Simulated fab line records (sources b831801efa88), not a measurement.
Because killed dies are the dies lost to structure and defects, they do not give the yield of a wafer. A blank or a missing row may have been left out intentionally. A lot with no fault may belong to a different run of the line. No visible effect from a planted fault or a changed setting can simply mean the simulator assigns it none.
What tool caused it? || flow sky130 || 11 lots, 33 wafers sampled, at 2 steps of a route of 708

== WHAT THE GAUGES SHOWED, per wafer ==
SKY_LOCAL_INTERCONNECT_RS_MEAS_01: measurement is done with a four-point probe.
{"lot": "L446", "measured": "day 30 01:13", "on": "film_metro-04", "LOCAL_INTERCONNECT_TIN_RS (ohm/sq)": "13.93 14.04 13.95"}
{"lot": "L447", "measured": "day 30 21:13", "on": "film_metro-03", "LOCAL_INTERCONNECT_TIN_RS (ohm/sq)": "13.88 13.88 13.88"}
{"lot": "L450", "measured": "day 31 23:18", "on": "film_metro-04", "LOCAL_INTERCONNECT_TIN_RS (ohm/sq)": "14.27 14.40 14.33"}
{"lot": "L454", "measured": "day 32 18:49", "on": "film_metro-01", "LOCAL_INTERCONNECT_TIN_RS (ohm/sq)": "14.33 15.97 16.08"}
{"lot": "L455", "measured": "day 33 02:59", "on": "film_metro-04", "LOCAL_INTERCONNECT_TIN_RS (ohm/sq)": "14.26 14.21 16.05"}
{"lot": "L457", "measured": "day 34 05:02", "on": "film_metro-01", "LOCAL_INTERCONNECT_TIN_RS (ohm/sq)": "14.11 14.02 14.10"}
{"lot": "L456", "measured": "day 34 05:46", "on": "film_metro-03", "LOCAL_INTERCONNECT_TIN_RS (ohm/sq)": "13.99 13.91 13.94"}
{"lot": "L458", "measured": "day 34 14:41", "on": "film_metro-01", "LOCAL_INTERCONNECT_TIN_RS (ohm/sq)": "14.20 14.34 14.16"}
{"lot": "L460", "measured": "day 34 21:25", "on": "film_metro-01", "LOCAL_INTERCONNECT_TIN_RS (ohm/sq)": "14.01 13.89 13.93"}
{"lot": "L464", "measured": "day 35 22:01", "on": "film_metro-04", "LOCAL_INTERCONNECT_TIN_RS (ohm/sq)": "13.94 13.88 14.13"}
{"lot": "L465", "measured": "day 36 15:23", "on": "film_metro-04", "LOCAL_INTERCONNECT_TIN_RS (ohm/sq)": "14.10 14.18 14.16"}

== TOOL THAT RAN EACH LOT (tool first, then ch and the chambers of the sampled wafers, then the start) ==
{"lot": "L446", "SKY_LOCAL_INTERCONNECT_SPUTTER_00": "pvd_sputter-04, day 30 01:08"}
{"lot": "L447", "SKY_LOCAL_INTERCONNECT_SPUTTER_00": "pvd_sputter-02, day 30 21:07"}
{"lot": "L450", "SKY_LOCAL_INTERCONNECT_SPUTTER_00": "pvd_sputter-03, day 31 23:11"}
{"lot": "L454", "SKY_LOCAL_INTERCONNECT_SPUTTER_00": "pvd_sputter-03, day 32 18:44"}
{"lot": "L455", "SKY_LOCAL_INTERCONNECT_SPUTTER_00": "pvd_sputter-03, day 33 02:54"}
{"lot": "L457", "SKY_LOCAL_INTERCONNECT_SPUTTER_00": "pvd_sputter-04, day 34 04:56"}
{"lot": "L456", "SKY_LOCAL_INTERCONNECT_SPUTTER_00": "pvd_sputter-02, day 34 05:41"}
{"lot": "L458", "SKY_LOCAL_INTERCONNECT_SPUTTER_00": "pvd_sputter-04, day 34 14:38"}
{"lot": "L460", "SKY_LOCAL_INTERCONNECT_SPUTTER_00": "pvd_sputter-04, day 34 21:20"}
{"lot": "L464", "SKY_LOCAL_INTERCONNECT_SPUTTER_00": "pvd_sputter-02, day 35 21:56"}
{"lot": "L465", "SKY_LOCAL_INTERCONNECT_SPUTTER_00": "pvd_sputter-02, day 36 15:20"}
- SKY_LOCAL_INTERCONNECT_SPUTTER_00: material TiN, target thk 100 nm, time 83.3 s.

== THE ANSWER, worked out from the rows above alone ==
Rule: the lots themselves supply what counts as usual. The widest of any qualifying gaps counts: lots, ordered by their means at a reading, are off when they make up no more than a third of the lots, leave a main group of 4 or more, and stand apart from it by 3 or more times the standard deviation of that group's means. A main group whose means are all the same, to the digits that the tables above print for the reading, isn't used. Also off: a lot with no number at a reading for which 4 or more lots have one. Any other lot the step has rows for is counted as sound.
Off: L454, L455, seen at SKY_LOCAL_INTERCONNECT_RS_MEAS_01 (LOCAL_INTERCONNECT_TIN_RS). Mean 14.06 ohm/sq and standard deviation 0.14 in the main group.
A tool fits if, at a process step before that reading, it ran every lot that is off, and no sound lot after the first of them. Gauges at SKY_LOCAL_INTERCONNECT_RS_MEAS_01: tried the same way as those tools. One candidate fits, namely pvd_sputter-03 at SKY_LOCAL_INTERCONNECT_SPUTTER_00. A fault onset in the window from L450 (day 31 23:11, its last sound lot) to L454 (day 32 18:44, its first lot off) fits.

== WHAT THE SIMULATOR HAD PUT IN ==
Site profile drift: pvd_sputter-03, from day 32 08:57 on, at SKY_LOCAL_INTERCONNECT_SPUTTER_00. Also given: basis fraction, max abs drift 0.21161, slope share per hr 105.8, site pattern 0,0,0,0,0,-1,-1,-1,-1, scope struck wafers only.
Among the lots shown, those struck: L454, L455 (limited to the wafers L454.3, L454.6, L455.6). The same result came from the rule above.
